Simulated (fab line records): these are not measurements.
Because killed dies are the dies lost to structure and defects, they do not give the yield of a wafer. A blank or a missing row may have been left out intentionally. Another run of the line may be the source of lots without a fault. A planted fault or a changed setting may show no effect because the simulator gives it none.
The tool behind it: which one? ; flow gf180mcu ; 72 wafers sampled from 24 lots at 1 step of a route of 602

WHAT THE GAUGES READ, wafer by wafer
GF_V4_THK_MEAS_01.
lot;measured;on;V4_CVD_00_THK (nm)
L074;day 23 11:46;film-metro-01;608 600 600
L075;day 23 20:15;film-metro-01;596 604 602
L076;day 24 10:20;film-metro-01;599 594 602
L077;day 24 18:58;film-metro-04;601 590 596
L079;day 25 05:52;film-metro-04;604 603 601
L078;day 25 08:39;film-metro-01;598 605 598
L080;day 25 19:15;film-metro-03;605 605 601
L081;day 25 22:15;film-metro-03;600 598 602
L082;day 26 03:49;film-metro-04;586 597 582
L083;day 26 11:39;film-metro-03;596 594 589
L084;day 27 00:36;film-metro-03;593 597 591
L085;day 27 07:52;film-metro-01;601 604 602
L086;day 27 11:17;film-metro-03;607 606 606
L087;day 27 21:11;film-metro-01;596 595 600
L088;day 28 04:53;film-metro-03;597 598 596
L089;day 28 08:56;film-metro-01;585 595 597
L090;day 28 15:57;film-metro-01;597 593 595
L091;day 29 04:20;film-metro-04;587 587 594
L092;day 29 07:55;film-metro-03;599 606 592
L093;day 29 14:35;film-metro-04;602 602 599
L094;day 29 20:37;film-metro-04;595 595 599
L095;day 30 03:01;film-metro-03;600 592 598
L096;day 30 14:59;film-metro-01;597 601 596
L097;day 30 18:51;film-metro-04;600 597 594

WHICH TOOL RAN EACH LOT (tool, then ch and the chambers of the sampled wafers, then the start)
Record: no process step prior to these readings.

WHAT THE TOOLS THEMSELVES READ (means of the sampled wafers that have a number; where no wafer has one, the mark that the record gives instead)
The record holds no such reading with a usual standard deviation.

THE ANSWER, worked out from the rows above alone
Rule: usual is defined by the lots themselves. Put in order of their means at a reading, lots are off if they are a third of the lots or fewer, leave a main group of 4 or more, and stand apart from it by a gap of 3 or more times the standard deviation of the main group's means; of several such gaps the widest counts. The tables above print the reading to a certain number of digits; a main group whose means all agree to those digits is not used. Also off: a lot with no number at a reading for which 4 or more lots have one. Where the step has rows for the other lots, those lots are counted as sound. The gauges are gone through in route order, then the tools' own readings, and for those a lot's mean is taken as printed above. The first step at which some lot is off is used, and at that step the reading that is off furthest; a lot without a number counts as furthest.
Across all readings shown, no lot is off: no conclusion can be drawn from this.

WHAT WAS PUT IN BY THE SIMULATOR
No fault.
